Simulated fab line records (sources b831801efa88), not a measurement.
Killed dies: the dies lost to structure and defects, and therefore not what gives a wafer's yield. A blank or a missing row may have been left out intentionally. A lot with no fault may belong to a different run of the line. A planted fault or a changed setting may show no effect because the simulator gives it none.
fab line records ; flow sky130
[record] lots = 6; wafers = 18; last_day = 50
route steps=708 shown METAL3@556 PAD_OPEN@708
lots untouched by any fault: they come from a run of this same line in which no faults occurred
start_h: start of the lot's first displayed wafer, in hours after the record's first day ; wait_h: hours from the lot's prior step to this one ; " unchanged from the row above ; L1.1+2: one row covering several wafers at once ; - either no value or no given start ; * or withheld: withheld ; < > ~ a bound
route shown NAME@n: NAME is a module with steps in the file, n the number in the route of the first one ; usual: the fault-free wafers' mean and standard deviation ; same: alike in all rows ; chamber/n: place in a boat ; sites: per-site readings ; _std_site: the values' standard deviation ; _edge_site: mean of outer sites minus mean of inner sites ; radius_mm: for every site, how far away it sits from the centre of the wafer ; mask NAME#n: copy n ; behind: tool/chamber where the wafer was last shaped ; hold: what put the lot on hold/how long, in hours/how the hold closed ; device: the transistor (n, p or np) that didn't switch ; end of line: tests run on the same wafers once the route is complete ; step lacking rows: just its recipe ; killed: at the first sort, the dies lost to defects and structure; wafer yield is something else ; map: a wafer's dies, x killed, . not, _ none there
set.NAME: the setting the step ran with; set.NAME@STEP: the setting that earlier step ran with ; model.NAME: the simulator's own value behind a step, which no gauge read
certain route steps with their lots: each step a table, each wafer a row
services: when a tool's chamber went out of use (start_h, in hours from the record's first day, below 0 if earlier), for how many hours, and the reason
[[steps]]
[step SKY_METAL3_HMDS_06]
[recipe] prime_time_s = 60; prime_temp_c = 120
[step SKY_METAL3_COAT_07]
[recipe] resist = BARC; temp_c = withheld; time_s = withheld; spin_rpm = 3000; resist_thk_nm = 60
[step SKY_METAL3_COAT_08]
[recipe] resist = KrF-thick; spin_rpm = 3000; resist_thk_nm = 1140
[step SKY_METAL3_SOFTBAKE_09]
[recipe] temp_c = 100; time_s = 90; resist = KrF-thick
[step SKY_METAL3_EXPOSE_10]
[recipe] mask_id = MM3; na = 0.68; source_shape = annular; sigma_inner = 0.4; sigma_outer = 0.8; target_cd_nm = 300; dose_mj = 28
[step SKY_METAL3_PEB_11]
[recipe] peb_temp_c = withheld; peb_time_s = withheld; resist = KrF-thick
[step SKY_METAL3_DEVELOP_12]
[recipe] develop_time_s = 60; resist = KrF-thick; dev_temp_c = 21
[step SKY_METAL3_CD_MEAS_13]
[recipe] target_cd_nm = 300
[usual] cd_nm = 300.0/1.6
lot.wafer;tool;chamber;start_h;wait_h;cd_nm
L457.1;cd_sem-02;-;963.83;-;300.3
L457.2;cd_sem-02;-;963.83;-;299.7
L457.4;cd_sem-02;-;963.83;-;301.5
L462.2;cd_sem-02;-;993.53;-;299.8
L462.3;cd_sem-02;-;993.53;-;299.7
L462.5;cd_sem-02;-;993.53;-;299.7
L467.3;cd_sem-02;-;1031.65;-;300.0
L467.4;cd_sem-02;-;1031.65;-;299.5
L467.6;cd_sem-02;-;1031.65;-;302.1
L468.1;cd_sem-02;-;1033.96;-;300.0
L468.2;cd_sem-02;-;1033.96;-;299.5
L468.6;cd_sem-02;-;1033.96;-;299.3
L470.2;cd_sem-01;-;1042.25;-;295.1
L470.3;cd_sem-01;-;1042.25;-;298.0
L470.4;cd_sem-01;-;1042.25;-;296.9
L473.2;cd_sem-02;-;1063.30;-;297.6
L473.3;cd_sem-02;-;1063.30;-;300.2
L473.6;cd_sem-02;-;1063.30;-;299.6
[step SKY_METAL3_OVL_MEAS_14]
[usual] METAL3_OVL = 1/6
lot.wafer;tool;chamber;start_h;wait_h;METAL3_OVL[nm]
L457.1;overlay-02;-;963.95;0.1;2
L457.2;overlay-02;-;963.95;0.1;-1
L457.4;overlay-02;-;963.95;0.1;0
L462.2;overlay-01;-;993.64;0.1;-13
L462.3;overlay-01;-;993.64;0.1;-7
L462.5;overlay-01;-;993.64;0.1;-8
L467.3;overlay-01;-;1031.74;0.1;2
L467.4;overlay-01;-;1031.74;0.1;-2
L467.6;overlay-01;-;1031.74;0.1;0
L468.1;overlay-01;-;1034.08;0.1;-1
L468.2;overlay-01;-;1034.08;0.1;8
L468.6;overlay-01;-;1034.08;0.1;9
L470.2;overlay-02;-;1042.36;0.1;-6
L470.3;overlay-02;-;1042.36;0.1;-3
L470.4;overlay-02;-;1042.36;0.1;-7
L473.2;overlay-01;-;1063.41;0.1;2
L473.3;overlay-01;-;1063.41;0.1;1
L473.6;overlay-01;-;1063.41;0.1;2
[step SKY_METAL3_DESCUM_15]
[recipe] chemistry = O2; source_power_w = 150; bias_power_w = 0; pressure_mtorr = 10; temp_c = 40; time_s = 8
[usual] drypump_motor_current_A = 5.44/0.27; oes_product_au = 1.002/0.013
lot.wafer;tool;chamber;start_h;wait_h;drypump_motor_current_A;oes_product_au;rf_hours_counter_h
L457.1;rie_metal-02;0;963.99;0.0;5.22;1.009;8
L457.2;rie_metal-02;1;963.99;0.0;5.70;1.017;15
L457.4;rie_metal-02;1;963.99;0.0;5.70;1.016;-
L462.2;rie_metal-01;0;993.67;0.0;5.70;0.993;13
L462.3;rie_metal-01;0;993.67;0.0;5.72;0.985;-
L462.5;rie_metal-01;0;993.67;0.0;5.73;0.979;-
L467.3;rie_metal-02;1;1031.78;0.0;5.71;0.998;-
L467.4;rie_metal-02;0;1031.78;0.0;5.22;1.007;-
L467.6;rie_metal-02;0;1031.78;0.0;5.22;1.006;-
L468.1;rie_metal-02;1;1034.12;0.0;5.73;1.018;19
L468.2;rie_metal-02;0;1034.12;0.0;5.22;1.014;12
L468.6;rie_metal-02;1;1034.12;0.0;5.71;1.005;-
L470.2;rie_metal-02;0;1042.39;0.0;5.24;1.014;13
L470.3;rie_metal-02;1;1042.39;0.0;5.70;1.004;-
L470.4;rie_metal-02;0;1042.39;0.0;5.22;1.005;-
L473.2;rie_metal-03;0;1063.44;0.0;5.03;1.004;17
L473.3;rie_metal-03;1;1063.44;0.0;5.62;1.006;-
L473.6;rie_metal-03;0;1063.44;0.0;5.03;1.009;-
[step SKY_METAL3_ETCH_16]
[recipe] chemistry = N2/H2; target = BARC; ion_energy_ev = 200; bias_w = 100; pressure_mtorr = 30; n2_flow_sccm = 100; h2_flow_sccm = 200; icp_w = 500; stop_on = SiO2; time_s = 88.2; target_depth_a = 600
[usual] chamber_pressure_mTorr = 29.997/0.027; drypump_motor_current_A = 5.44/0.27; oes_product_au = 0.627/0.005; throttle_valve_pct = 13.205/0.0093
lot.wafer;tool;chamber;start_h;wait_h;chamber_pressure_mTorr;drypump_motor_current_A;oes_product_au;rf_hours_counter_h;throttle_valve_pct
L457.1;rie_metal-02;0;964.02;0.0;30.007;5.21;0.633;8;13.215
L457.2;rie_metal-02;1;964.02;0.0;29.977;5.74;0.628;15;13.204
L457.4;rie_metal-02;1;964.02;0.0;30.029;5.72;0.630;-;13.211
L462.2;rie_metal-01;0;993.70;0.0;29.992;5.75;0.633;13;13.199
L462.3;rie_metal-01;0;993.70;0.0;29.978;5.76;0.625;-;13.204
L462.5;rie_metal-01;0;993.70;0.0;29.989;5.72;0.630;-;13.190
L467.3;rie_metal-02;1;1031.83;0.0;29.977;5.74;0.640;-;13.197
L467.4;rie_metal-02;0;1031.83;0.0;29.964;5.22;0.633;-;13.189
L467.6;rie_metal-02;0;1031.83;0.0;29.993;5.24;0.626;-;13.217
L468.1;rie_metal-02;1;1034.15;0.0;29.998;5.72;0.629;19;13.212
L468.2;rie_metal-02;0;1034.15;0.0;29.997;5.22;0.623;12;13.205
L468.6;rie_metal-02;1;1034.15;0.0;29.996;5.72;0.628;-;13.191
L470.2;rie_metal-02;0;1042.42;0.0;30.015;5.22;0.629;13;13.203
L470.3;rie_metal-02;1;1042.42;0.0;30.001;5.73;0.629;-;13.209
L470.4;rie_metal-02;0;1042.42;0.0;30.017;5.24;0.618;-;13.189
L473.2;rie_metal-03;0;1063.47;0.0;29.961;5.05;0.623;17;13.203
L473.3;rie_metal-03;1;1063.47;0.0;29.959;5.63;0.628;-;13.207
L473.6;rie_metal-03;0;1063.47;0.0;30.009;5.02;0.635;-;13.199
[step SKY_METAL3_ETCH_17]
[recipe] target = SiO2; stop_on = TiN; chemistry = C4F8/O2/Ar; source_w = 1500; bias_w = 1200; pressure_mtorr = 40; c4f8_flow_sccm = withheld; O2_flow_sccm = 6; Ar_flow_sccm = 300; time_s = 3.9; target_depth_a = 150
[usual] chamber_pressure_mTorr = 40.00/0.036; oes_product_au = 0.755/0.0077
lot.wafer;tool;chamber;start_h;wait_h;chamber_pressure_mTorr;oes_product_au;rf_hours_counter_h
L457.1;rie_diel-03;3;964.12;0.1;39.99;0.761;10
L457.2;rie_diel-03;1;964.12;0.1;40.02;0.765;1
L457.4;rie_diel-03;2;964.12;0.1;40.04;0.764;6
L462.2;rie_diel-03;2;993.80;0.1;40.02;0.758;7
L462.3;rie_diel-03;3;993.80;0.1;39.99;0.754;11
L462.5;rie_diel-03;2;993.80;0.1;39.93;0.764;-
L467.3;rie_diel-04;0;1031.90;0.0;39.95;0.750;17
L467.4;rie_diel-04;2;1031.90;0.0;40.02;0.762;15
L467.6;rie_diel-04;0;1031.90;0.0;40.06;0.761;-
L468.1;rie_diel-03;3;1034.25;0.1;40.03;0.747;12
L468.2;rie_diel-03;2;1034.25;0.1;40.05;0.756;8
L468.6;rie_diel-03;2;1034.25;0.1;40.01;0.750;-
L470.2;rie_diel-04;0;1042.52;0.1;40.01;0.748;17
L470.3;rie_diel-04;2;1042.52;0.1;39.99;0.747;15
L470.4;rie_diel-04;3;1042.52;0.1;39.97;0.743;3
L473.2;rie_diel-04;1;1063.57;0.1;40.01;0.760;18
L473.3;rie_diel-04;2;1063.57;0.1;40.06;0.757;16
L473.6;rie_diel-04;2;1063.57;0.1;40.02;0.759;-
[step SKY_METAL3_METAL_ETCH_18]
[recipe] target_depth_a = 8450; stop_on = SiO2; over_etch_frac = 0.3; time_s = 183.1; chemistry = Cl2/BCl3; resist_sidewall_deg = 88; pressure_mtorr = 10; icp_w = 900; bias_w = 48.5; Cl2_flow_sccm = 60; bcl3_flow_sccm = 30
[usual] chamber_pressure_mTorr = 9.999/0.0098; drypump_motor_current_A = 5.44/0.28; oes_product_au = 0.863/0.0069; throttle_valve_pct = 22.264/0.0094
lot.wafer;tool;chamber;start_h;wait_h;chamber_pressure_mTorr;drypump_motor_current_A;oes_product_au;rf_hours_counter_h;throttle_valve_pct
L457.1;rie_metal-01;1;964.14;0.0;10.005;5.25;0.851;19;22.268
L457.2;rie_metal-01;0;964.14;0.0;10.001;5.71;0.846;12;22.274
L457.4;rie_metal-01;1;964.14;0.0;10.000;5.26;0.858;-;22.254
L462.2;rie_metal-03;1;993.81;0.0;10.004;5.62;0.865;6;22.255
L462.3;rie_metal-03;0;993.81;0.0;9.996;5.03;0.864;-;22.253
L462.5;rie_metal-03;1;993.81;0.0;9.995;5.60;0.859;-;22.279
L467.3;rie_metal-03;0;1031.97;0.1;10.011;5.01;0.848;-;22.244
L467.4;rie_metal-03;1;1031.97;0.1;10.007;5.61;0.852;-;22.258
L467.6;rie_metal-03;0;1031.97;0.1;9.997;5.00;0.861;-;22.262
L468.1;rie_metal-01;1;1034.27;0.0;7.999;5.28;0.855;0;22.253
L468.2;rie_metal-01;0;1034.27;0.0;10.002;5.74;0.863;17;22.264
L468.6;rie_metal-01;1;1034.27;0.0;7.998;5.26;0.858;-;22.256
L470.2;rie_metal-01;0;1042.54;0.0;10.007;5.74;0.868;17;22.267
L470.3;rie_metal-01;1;1042.54;0.0;7.993;5.26;0.867;-;22.267
L470.4;rie_metal-01;0;1042.54;0.0;9.994;5.73;0.869;-;22.280
L473.2;rie_metal-02;1;1063.59;0.0;9.990;5.69;0.867;21;22.275
L473.3;rie_metal-02;0;1063.59;0.0;10.003;5.23;0.863;-;22.266
L473.6;rie_metal-02;1;1063.59;0.0;9.999;5.70;0.867;-;22.261
[step SKY_METAL3_STRIP_19]
[recipe] chemistry = O2/N2; power_w = 1400; pressure_mtorr = 1500; platen_temp_c = withheld; o2_flow_sccm = 3000; n2_flow_sccm = 300; overash_fraction = 0.5
[usual] drypump_motor_current_A = 5.6/0.5; oes_product_au = 0.504/0.0065; strip_time_to_endpoint_s = 6.58/0.097
[same] overash_fraction = 0.5
lot.wafer;tool;chamber;start_h;wait_h;drypump_motor_current_A;oes_product_au;rf_hours_counter_h;strip_time_to_endpoint_s
L457.1;plasma_asher-01;0;964.32;0.1;5.2;0.510;110;6.67
L457.2;plasma_asher-01;1;964.32;0.1;6.4;0.501;110;6.61
L457.4;plasma_asher-01;0;964.32;0.1;5.3;0.505;-;6.64
L462.2;plasma_asher-01;0;993.99;0.1;5.2;0.506;113;6.59
L462.3;plasma_asher-01;0;993.99;0.1;5.2;0.502;-;6.64
L462.5;plasma_asher-01;1;993.99;0.1;6.3;0.505;-;6.53
L467.3;plasma_asher-02;0;1032.13;0.1;5.2;0.506;-;6.54
L467.4;plasma_asher-02;1;1032.13;0.1;5.2;0.503;-;6.47
L467.6;plasma_asher-02;0;1032.13;0.1;5.2;0.505;-;6.50
L468.1;plasma_asher-03;0;1034.50;0.2;6.1;0.507;29;6.73
L468.2;plasma_asher-03;1;1034.50;0.2;6.0;0.513;29;6.77
L468.6;plasma_asher-03;0;1034.50;0.2;6.1;0.507;-;6.77
L470.2;plasma_asher-02;0;1042.72;0.1;5.2;0.505;92;6.63
L470.3;plasma_asher-02;1;1042.72;0.1;5.2;0.506;-;6.66
L470.4;plasma_asher-02;0;1042.72;0.1;5.2;0.509;-;6.65
L473.2;plasma_asher-02;0;1063.77;0.1;5.2;0.497;94;6.42
L473.3;plasma_asher-02;1;1063.77;0.1;5.2;0.491;-;6.42
L473.6;plasma_asher-02;0;1063.77;0.1;5.2;0.499;-;6.48
[step SKY_PAD_OPEN_PROBE_99]
[usual] defect_limited_yield = 82.5/1.9; killed_at_M0_to_M3 = 43/6.8; killed_at_M4_up = 3.2/2; killed_at_contacts = 24/5.3; killed_at_front_end = 16/4.4; killed_at_other = 0.3/0.54; killed_dies = 86/9.4; killed_open = 48/6.6; killed_short = 38/6.5; sort_bin_3_pad_short = 0.8/0.4; sort_bin_5_function = 10.4/1.5; sort_bin_6_memory = 6.3/1.2; sort_n_pass = 406/9.4; sort_yield_pct = 82.5/1.9
[same] gross_dies = 492; killed_at_back_side = 0; sort_bin_4_leakage[%] = 0; sort_bin_8_speed[%] = 0
lot.wafer;tool;chamber;start_h;wait_h;defect_limited_yield[%];killed_at_M0_to_M3;killed_at_M4_up;killed_at_contacts;killed_at_front_end;killed_at_other;killed_dies;killed_open;killed_short;sort_bin_3_pad_short[%];sort_bin_5_function[%];sort_bin_6_memory[%];sort_n_pass;sort_yield_pct[%]
L457.1;prober-02;-;1133.09;0.1;84.3;40;0;23;14;0;77;43;34;0.8;11.0;3.9;415;84.3
L457.2;prober-02;-;1133.14;0.1;85.6;46;2;12;10;1;71;41;30;1.0;8.5;4.9;421;85.6
L457.4;prober-02;-;1133.24;0.2;83.9;38;5;23;13;0;79;45;34;0.4;8.7;6.9;413;83.9
L462.2;prober-01;-;1155.73;0.1;81.3;49;4;21;18;0;92;46;46;0.8;10.4;7.5;400;81.3
L462.3;prober-01;-;1155.78;0.2;84.3;37;1;25;14;0;77;39;38;0.2;9.6;5.9;415;84.3
L462.5;prober-01;-;1155.88;0.2;82.5;41;4;21;20;0;86;52;34;0.6;11.2;5.7;406;82.5
L467.3;prober-02;-;1186.94;0.2;83.1;39;1;33;9;1;83;57;25;0.4;11.4;5.1;409;83.1
L467.4;prober-02;-;1186.99;0.2;82.1;45;8;22;12;1;88;52;35;0.6;10.8;6.5;404;82.1
L467.6;prober-02;-;1187.09;0.2;83.3;39;3;22;18;0;82;42;40;0.4;9.3;6.9;410;83.3
L470.2;prober-02;-;1192.16;0.1;82.9;39;2;37;6;0;84;47;37;0.6;8.3;8.1;408;82.9
L470.3;prober-02;-;1192.21;0.2;77.4;58;2;29;22;0;111;56;54;1.4;10.6;10.6;381;77.4
L470.4;prober-02;-;1192.26;0.2;83.9;39;1;25;14;0;79;39;40;0.8;9.8;5.5;413;83.9
L473.2;prober-01;-;1208.15;0.1;81.1;44;4;15;30;0;93;44;41;0.8;11.6;6.5;399;81.1
L473.3;prober-01;-;1208.20;0.2;82.7;40;5;21;19;0;85;48;37;0.8;10.2;6.3;407;82.7
L473.6;prober-01;-;1208.35;0.2;82.5;53;1;16;16;0;86;45;40;0.8;10.6;6.1;406;82.5
// killed by level:class
L457.1 CONTACT:geometric_particle:open=11 VIA2:geometric_particle:open=8 LI_CONTACT:geometric_particle:open=6 METAL2:geometric_particle:short=6 VIA1:geometric_particle:open=5 METAL1:geometric_particle:short=5 FIELD_ISO:geometric_particle:open=4 VIA2:geometric_particle:short=4
L457.2 VIA2:geometric_particle:open=12 VIA3:geometric_particle:open=6 METAL2:geometric_particle:short=6 VIA2:geometric_particle:short=6 CONTACT:geometric_particle:open=5 LI_CONTACT:geometric_particle:open=4 FIELD_ISO:geometric_particle:open=3 POLY_GATE:geometric_particle:open=3
L457.4 CONTACT:geometric_particle:open=9 VIA2:geometric_particle:open=8 LI_CONTACT:geometric_particle:open=5 METAL1:geometric_particle:short=5 VIA2:geometric_particle:short=5 VIA3:geometric_particle:open=5 POLY_GATE:geometric_particle:open=4 LOCAL_INTERCONNECT:geometric_particle:short=4
L462.2 VIA2:geometric_particle:open=9 METAL2:geometric_particle:short=8 CONTACT:geometric_particle:open=7 POLY_GATE:geometric_particle:open=5 VIA1:geometric_particle:short=5 VIA1:geometric_particle:open=5 VIA2:geometric_particle:short=5 VIA3:geometric_particle:open=5
L462.3 VIA1:geometric_particle:open=7 VIA1:geometric_particle:short=7 FIELD_ISO:geometric_particle:open=6 CONTACT:geometric_particle:open=6 VIA2:geometric_particle:open=5 LI_CONTACT:geometric_particle:open=5 LOCAL_INTERCONNECT:geometric_particle:short=5 VIA2:geometric_particle:short=5
L462.5 VIA1:geometric_particle:open=11 VIA2:geometric_particle:open=8 VIA3:geometric_particle:open=8 LI_CONTACT:geometric_particle:open=6 CONTACT:geometric_particle:short=6 CONTACT:geometric_particle:open=6 POLY_GATE:geometric_particle:open=5 VIA1:geometric_particle:short=5
L467.3 CONTACT:geometric_particle:open=17 VIA1:geometric_particle:open=11 VIA2:geometric_particle:open=8 LI_CONTACT:geometric_particle:open=8 VIA3:geometric_particle:open=6 CONTACT:geometric_particle:short=4 METAL2:geometric_particle:short=4 METAL3:geometric_particle:short=4
L467.4 VIA2:geometric_particle:open=9 VIA1:geometric_particle:open=7 LI_CONTACT:geometric_particle:open=7 CONTACT:geometric_particle:open=7 VIA3:geometric_particle:open=7 VIA3:geometric_particle:short=6 FIELD_ISO:geometric_particle:open=4 POLY_GATE:geometric_particle:short=4
L467.6 CONTACT:geometric_particle:open=12 VIA1:geometric_particle:open=9 METAL2:geometric_particle:short=9 POLY_GATE:geometric_particle:short=6 VIA3:geometric_particle:open=6 FIELD_ISO:geometric_particle:open=4 VIA1:geometric_particle:short=4 METAL1:geometric_particle:short=4
L470.2 CONTACT:geometric_particle:open=12 LI_CONTACT:geometric_particle:open=8 LOCAL_INTERCONNECT:geometric_particle:short=7 VIA1:geometric_particle:open=6 VIA3:geometric_particle:open=6 VIA1:geometric_particle:short=5 VIA2:geometric_particle:short=5 LI_CONTACT:geometric_particle:short=4
L470.3 VIA1:geometric_particle:open=18 METAL1:geometric_particle:short=9 CONTACT:geometric_particle:open=9 LOCAL_INTERCONNECT:geometric_particle:short=7 FIELD_ISO:geometric_particle:open=6 VIA1:geometric_particle:short=6 POLY_GATE:geometric_particle:short=5 LI_CONTACT:geometric_particle:open=5
L470.4 CONTACT:geometric_particle:short=9 CONTACT:geometric_particle:open=6 VIA1:geometric_particle:short=6 VIA1:geometric_particle:open=6 VIA2:geometric_particle:open=6 FIELD_ISO:geometric_particle:short=5 LI_CONTACT:geometric_particle:open=5 VIA3:geometric_particle:open=5
L473.2 VIA1:geometric_particle:open=12 POLY_GATE:geometric_particle:short=7 POLY_GATE:geometric_particle:open=6 METAL1:geometric_particle:short=6 CONTACT:geometric_particle:open=5 SONOS_ONO:coat_microbubble_printed=5 VIA2:geometric_particle:short=5 FIELD_ISO:geometric_particle:open=4
L473.3 VIA1:geometric_particle:open=12 LI_CONTACT:geometric_particle:open=8 VIA1:geometric_particle:short=7 VIA2:geometric_particle:open=6 FIELD_ISO:geometric_particle:short=5 CONTACT:geometric_particle:open=5 POLY_GATE:geometric_particle:short=4 POLY_GATE:geometric_particle:open=4
L473.6 VIA1:geometric_particle:open=14 CONTACT:geometric_particle:open=7 VIA2:geometric_particle:open=7 METAL2:geometric_particle:short=7 POLY_GATE:geometric_particle:short=6 VIA2:geometric_particle:short=6 VIA1:geometric_particle:short=5 SPACER:geometric_particle:open=4
[[services]]
tool;chamber;start_h;hours;kind
rie_diel-04;3;943.15;21.8;repair
rie_diel-03;-;965.00;2.8;pm
rie_diel-04;3;965.27;2.7;repair
rie_metal-03;-;979.62;1.4;pm
plasma_asher-02;-;981.48;2.8;pm
rie_diel-03;1;992.95;4.3;repair
plasma_asher-02;-;1000.12;1.1;repair
rie_metal-01;1;1008.79;-;clean
rie_metal-01;1;1008.79;21.6;scheduled_down
rie_metal-01;1;1008.79;21.6;vent_cycle
rie_diel-03;1;1029.67;5.6;repair
rie_metal-02;-;1041.54;0.5;repair
plasma_asher-01;-;1055.25;9.0;pm
plasma_asher-01;0;1055.25;9.0;vent_cycle
plasma_asher-01;1;1055.25;9.0;vent_cycle
[[key]]
[first_sign] step = SKY_METAL3_METAL_ETCH_18; reading = chamber_pressure_mTorr; direction = down; sigmas = 99+; usual = 9.999; struck = 7.997
effect none on later readings
met_at SKY_METAL3_METAL_ETCH_18
struck_wafers L468.1,L468.6,L470.3
onset_between 964.14 1034.27
[fault] kind = process_parameter_drift; tool = rie_metal-01; chamber = 1; onset_h = 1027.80; steps = SKY_METAL3_METAL_ETCH_18; channel = pressure_mtorr; offset = -2; shape = step; acts_in = these_recipes_only; stated = 10
